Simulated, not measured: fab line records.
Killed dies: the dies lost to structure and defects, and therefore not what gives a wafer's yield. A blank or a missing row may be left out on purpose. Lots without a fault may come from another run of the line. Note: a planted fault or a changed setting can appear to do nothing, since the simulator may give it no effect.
Which tool is to blame?    flow gf180mcu    Sampling: 12 lots, 36 wafers, 4 of 602 route steps

WHAT THE GAUGES READ, wafer by wafer
GF_MIM_THK_MEAS_06.
lot   measured      on             MIM_CVD_05_THK (nm)
L331  day 25 10:07  film metro-02  42.3 42.1 43.0
L332  day 25 13:01  film metro-02  41.0 42.2 42.7
L333  day 26 03:47  film metro-02  43.0 42.9 41.9
L334  day 26 12:47  film metro-02  41.9 42.6 42.2
L336  day 27 02:16  film metro-03  42.2 43.8 42.7
L337  day 27 04:37  film metro-01  41.8 42.2 42.6
L340  day 28 01:05  film metro-02  42.3 42.6 42.5
L341  day 28 17:26  film metro-01  42.5 41.7 42.7
L342  day 28 20:46  film metro-03  42.2 41.5 41.6
L343  day 29 01:45  film metro-02  43.2 42.8 43.2
L344  day 29 08:20  film metro-03  46.3 45.7 46.8
L345  day 29 17:04  film metro-01  46.1 45.9 46.6

WHICH TOOL RAN EACH LOT (tool, then ch and the chambers of the sampled wafers, then the start)
lot   GF_V4_STRIP_18                        GF_V4_SPUTTER_22              GF_MIM_CVD_05
L331  plasma asher-01 ch 0,1, day 25 08:17  pvd sputter-02, day 25 09:13  pecvd-01 ch 0,1, day 25 10:04
L332  plasma asher-03 ch 0,1, day 25 11:32  pvd sputter-02, day 25 12:08  pecvd-04 ch 1,2, day 25 12:59
L333  plasma asher-02 ch 0,1, day 26 02:18  pvd sputter-04, day 26 02:52  pecvd-04 ch 0,1,2, day 26 03:44
L334  plasma asher-03 ch 0,1, day 26 11:17  pvd sputter-04, day 26 11:53  pecvd-03 ch 0,2, day 26 12:44
L336  plasma asher-03 ch 0,1, day 27 00:48  pvd sputter-04, day 27 01:22  pecvd-04 ch 0,1, day 27 02:13
L337  plasma asher-02 ch 0,1, day 27 03:08  pvd sputter-01, day 27 03:44  pecvd-04 ch 0,1, day 27 04:35
L340  plasma asher-01 ch 0,1, day 27 23:37  pvd sputter-01, day 28 00:13  pecvd-04 ch 0,1, day 28 01:04
L341  plasma asher-02 ch 0,1, day 28 15:58  pvd sputter-02, day 28 16:34  pecvd-04 ch 0,1,2, day 28 17:25
L342  plasma asher-02 ch 0, day 28 19:17    pvd sputter-02, day 28 19:52  pecvd-01 ch 0,2, day 28 20:44
L343  plasma asher-02 ch 1, day 29 00:13    pvd sputter-01, day 29 00:52  pecvd-04 ch 0,1, day 29 01:43
L344  plasma asher-03 ch 0,1, day 29 06:36  pvd sputter-04, day 29 07:10  pecvd-04 ch 0,1, day 29 08:17
L345  plasma asher-01 ch 0,1, day 29 15:35  pvd sputter-02, day 29 16:10  pecvd-04 ch 1,2, day 29 17:02
- GF_V4_STRIP_18: strips in O2/N2.
- GF_V4_SPUTTER_22: material TiN, target thk 10 nm, time 40 s.
- GF_MIM_CVD_05: deposits Si3N4, target thk 42 nm, time 29.086 s.

WHAT THE TOOLS THEMSELVES READ (means of the sampled wafers that have a number; where no wafer has one, the mark that the record gives instead)
GF_V4_STRIP_18.
lot   tool             drypump motor current A (A)  heater power w (W)  oes product au (a.u.)
L331  plasma asher-01  5.4                          336                 0.594
L332  plasma asher-03  5.9                          377                 0.588
L333  plasma asher-02  6.0                          336                 0.597
L334  plasma asher-03  5.9                          374                 0.591
L336  plasma asher-03  5.9                          378                 0.591
L337  plasma asher-02  6.0                          337                 0.594
L340  plasma asher-01  5.6                          362                 0.591
L341  plasma asher-02  6.4                          343                 0.593
L342  plasma asher-02  6.9                          337                 0.591
L343  plasma asher-02  5.7                          331                 0.593
L344  plasma asher-03  5.6                          368                 0.590
L345  plasma asher-01  5.6                          358                 0.594

GF_V4_SPUTTER_22.
lot   tool            chamber pressure pa (Pa)  throttle valve pct (%)
L331  pvd sputter-02  4.995                     30.6
L332  pvd sputter-02  4.997                     30.7
L333  pvd sputter-04  4.991                     30.3
L334  pvd sputter-04  4.989                     29.0
L336  pvd sputter-04  5.010                     29.9
L337  pvd sputter-01  4.994                     30.9
L340  pvd sputter-01  4.997                     30.3
L341  pvd sputter-02  4.990                     31.0
L342  pvd sputter-02  4.999                     31.1
L343  pvd sputter-01  5.005                     30.9
L344  pvd sputter-04  5.005                     29.8
L345  pvd sputter-02  5.002                     30.6

GF_MIM_CVD_05.
lot   tool      heater power w (W)
L331  pecvd-01  572
L332  pecvd-04  653
L333  pecvd-04  600
L334  pecvd-03  698
L336  pecvd-04  627
L337  pecvd-04  623
L340  pecvd-04  557
L341  pecvd-04  581
L342  pecvd-01  642
L343  pecvd-04  525
L344  pecvd-04  518
L345  pecvd-04  692

THE ANSWER, worked out from the rows above alone
Rule: the lots themselves supply what counts as usual. Put in order of their means at a reading, lots are off if they are a third of the lots or fewer, leave a main group of 4 or more, and stand apart from it by a gap of 3 or more times the standard deviation of the main group's means; of several such gaps the widest counts. If all means in a main group match to the digits the tables above print for the reading, that group is not used. Also off: a lot with no number at a reading for which 4 or more lots have one. Where the step has rows for the other lots, those lots are counted as sound. First the gauges in route order, then the tools' own readings, where a lot's mean is used as printed above. At the first step where some lot is off, the reading lying furthest off is the one used; lots without a number count as furthest.
Off: at GF_MIM_THK_MEAS_06 (MIM_CVD_05_THK), L344, L345. Main group: mean 42.4 nm, sd 0.38.
A tool fits if, at a process step before that reading, it ran every lot that is off, and no sound lot after the first of them. Gauges at GF_MIM_THK_MEAS_06: tried the same way as those tools. One candidate fits, namely pecvd-04 at GF_MIM_CVD_05. Its last sound lot is L343 (day 29 01:43), its first lot that is off L344 (day 29 08:17): a fault that began between those two fits.

WHAT THE SIMULATOR PUT IN
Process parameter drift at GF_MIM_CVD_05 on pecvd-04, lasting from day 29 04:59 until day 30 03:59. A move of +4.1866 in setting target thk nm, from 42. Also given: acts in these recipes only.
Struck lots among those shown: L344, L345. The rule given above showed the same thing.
